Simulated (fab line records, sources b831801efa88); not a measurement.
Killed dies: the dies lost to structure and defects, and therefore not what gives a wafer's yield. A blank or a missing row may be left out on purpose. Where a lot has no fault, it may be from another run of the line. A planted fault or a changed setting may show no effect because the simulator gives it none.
The tool behind it: which one? | flow gf180mcu | 36 wafers from 12 lots sampled at 2 of the route's 602 steps

## WHAT THE GAUGES READ, wafer by wafer
GF_M4_RS_MEAS_05: uses a four-point probe to measure.
lot  | measured     | on           | M4_ALCU_RS (ohm/sq)
L075 | day 22 21:07 | filmMetro-04 | 0.0669 0.0659 0.0672
L077 | day 23 20:57 | filmMetro-03 | 0.0674 0.0668 0.0671
L079 | day 24 08:37 | filmMetro-03 | 0.0685 0.0677 0.0674
L081 | day 25 02:46 | filmMetro-03 | 0.0681 0.0690 0.0682
L083 | day 25 21:29 | filmMetro-04 | 0.0667 0.0679 0.0669
L085 | day 26 15:40 | filmMetro-01 | 0.0684 0.0686 0.0683
L087 | day 27 03:44 | filmMetro-01 | 0.0683 0.0682 0.0679
L089 | day 27 15:40 | filmMetro-01 | 0.0667 0.0664 0.0666
L091 | day 28 05:53 | filmMetro-01 | 0.0683 0.0676 0.0684
L093 | day 28 21:28 | filmMetro-01 | 0.0676 0.0679 0.0680
L095 | day 29 13:51 | filmMetro-04 | 0.0680 0.0674 0.0684
L097 | day 29 19:26 | filmMetro-04 | 0.0668 0.0677 0.0669

## WHICH TOOL RAN EACH LOT (tool, then ch and the chambers of the sampled wafers, then the start)
lot  | GF_V3_CMP_26
L075 | cmp-02 ch 0,1,3, day 22 20:36
L077 | cmp-02 ch 1,2,3, day 23 20:23
L079 | cmp-01 ch 1,2,3, day 24 08:05
L081 | cmp-02 ch 1,2, day 25 02:14
L083 | cmp-02 ch 1,2,3, day 25 20:59
L085 | cmp-01 ch 0,1,3, day 26 15:16
L087 | cmp-02 ch 0,2,3, day 27 03:22
L089 | cmp-01 ch 1,2,3, day 27 15:08
L091 | cmp-02 ch 0,1,3, day 28 05:20
L093 | cmp-02 ch 0,1, day 28 20:56
L095 | cmp-01 ch 1,2,3, day 29 13:28
L097 | cmp-01 ch 2,3, day 29 18:53
- GF_V3_CMP_26: polishes, stops on SiO2, t overpolish 15 s, target thk 0 nm.

## THE ANSWER, worked out from the rows above alone
Rule: what is usual is taken from the lots themselves. Put in order of their means at a reading, lots are off if they are a third of the lots or fewer, leave a main group of 4 or more, and stand apart from it by a gap of 3 or more times the standard deviation of the main group's means; of several such gaps the widest counts. A main group whose means are all the same, to the digits that the tables above print for the reading, isn't used. Also off: a lot with no number at a reading for which 4 or more lots have one. The other lots that the step has rows for count as sound.
No lot is off on any of the readings shown, so nothing can be concluded from this.

## WHAT HAD BEEN PUT IN BY THE SIMULATOR
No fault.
